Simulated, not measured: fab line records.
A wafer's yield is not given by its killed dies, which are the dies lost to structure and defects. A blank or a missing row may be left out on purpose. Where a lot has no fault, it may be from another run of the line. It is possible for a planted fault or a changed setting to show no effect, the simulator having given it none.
A lot that was struck, set against a sound lot / flow sky130 / 20 out of 708 route steps
Sound: wafers L660.2, L660.3, L660.4. Struck: wafers L665.1, L665.4, L665.5. Last of all comes the cause.
Order at every step that has rows: each side's tool, ch and its chambers, its first start. Under that, the readings that differ: sound wafers / struck wafers / difference of the means / sigmas: that difference in standard deviations of wafers without a fault.
alike: a reading whose means differ by less than 2 such deviations, as well as words and numbers matching on both sides. not compared: withheld readings; readings where some wafer has no value; bounds like >300 that might hide an equal value; numbers whose values overlap and for which the record gives no deviation.
The two part at a step that has a row with sigmas, a row that says differs or no value, or rows on one side only. Numbers that have no deviation but don't overlap get no sigmas and don't part them. Lack of a reading on every wafer of one side parts them only where that side has two or more wafers.

first, 6 steps without rows for these wafers: SKY_VT_ADJUST_PCH_HMDS_01 (prime time 60 s); SKY_VT_ADJUST_PCH_COAT_02 (resist thk 3000 nm); SKY_VT_ADJUST_PCH_SOFTBAKE_03; SKY_VT_ADJUST_PCH_EXPOSE_04 (exposes mask NWM, target cd 840 nm); SKY_VT_ADJUST_PCH_PEB_05; SKY_VT_ADJUST_PCH_DEVELOP_06 (develop time 60 s).
SKY_VT_ADJUST_PCH_OVL_MEAS_07:
  sound on overlay-02 at day 12 10:34; struck on overlay-01 at day 13 20:53
  alike: VT_ADJUST_PCH_OVL
after that, 1 step had no rows for these wafers: SKY_VT_ADJUST_PCH_IMPLANT_08.
SKY_VT_ADJUST_PCH_STRIP_09: strips in O2/N2.
  sound on plasma asher-01 ch 0,1, day 12 10:44; struck on plasma asher-04 ch 0,1, day 13 21:04
reading=strip time to endpoint s (s); sound=37.23 37.09 37.13; struck=36.76 36.68 36.67; difference=-0.45; sigmas=-4
  alike: chamber pressure mTorr, drypump motor current A, oes product au
  not compared: rf hours counter h
SKY_VT_ADJUST_PCH_TW_MEAS_10:
  sound on film metro-03 at day 12 10:51; struck on film metro-04 at day 13 21:10
reading=VT_ADJUST_PCH_TW; sound=143.0 144.1 143.6; struck=140.7 140.2 140.8; difference=-3.0; sigmas=-2
then, 2 steps without rows for these wafers: SKY_SONOS_TUNNEL_DEHYDRATE_00 (time 60 s); SKY_SONOS_TUNNEL_HMDS_01 (prime time 60 s).
SKY_SONOS_TUNNEL_COAT_02: resist thk 1140 nm.
  struck on litho track-03, day 14 09:42; sound on litho track-01 ch 0, day 12 23:14
  no value came back on the struck wafers for chill plate temp C (C), dispense pressure kPa (kPa); on the sound wafers chill plate temp C (C) reads 23.08 23.11 23.04
then, 4 steps without rows for these wafers: SKY_SONOS_TUNNEL_SOFTBAKE_03 (time 60 s); SKY_SONOS_TUNNEL_EXPOSE_04 (exposes mask TUNM, target cd 410 nm); SKY_SONOS_TUNNEL_PEB_05; SKY_SONOS_TUNNEL_DEVELOP_06 (develop time 60 s).
SKY_SONOS_TUNNEL_CD_MEAS_07: target cd 410 nm.
  sound on cd sem-02 at day 13 11:53; struck on cd sem-02 at day 14 23:37
reading=cd nm (nm); sound=411.5 409.8 412.4; struck=- - -; difference=no value on the struck wafers; sigmas=
SKY_SONOS_TUNNEL_OVL_MEAS_08:
  sound on overlay-01 at day 13 11:59; struck on overlay-02 at day 14 23:44
reading=SONOS_TUNNEL_OVL (nm); sound=0.4 1.6 1.0; struck=- - -; difference=no value on the struck wafers; sigmas=
-- record jumps: 34 days separate the struck wafers' starts on either side; left off in module SONOS_TUNNEL, taken up again in module PAD_OPEN, whose first shown step is the route's number 708 --
SKY_PAD_OPEN_PROBE_99:
  sound on prober-02 at day 47 19:42; struck on prober-02 at day 48 21:41
reading=killed at front end; sound=15 14 17; struck=431 425 420; difference=+410; sigmas=+98
reading=killed at other; sound=0 0 0; struck=1 1 1; difference=+1; sigmas=+2
reading=killed dies; sound=87 80 88; struck=492 492 492; difference=+407; sigmas=+37
reading=killed on rim; sound=20 14 22; struck=96 96 96; difference=+77; sigmas=+19
  alike: killed_at_M0_to_M3, killed_at_M4_up, killed at contacts, killed open, killed short

## WHERE THEY PART
Earliest at SKY_VT_ADJUST_PCH_STRIP_09; latest, in this record, at SKY_PAD_OPEN_PROBE_99.

WHY: whatever the simulator had introduced
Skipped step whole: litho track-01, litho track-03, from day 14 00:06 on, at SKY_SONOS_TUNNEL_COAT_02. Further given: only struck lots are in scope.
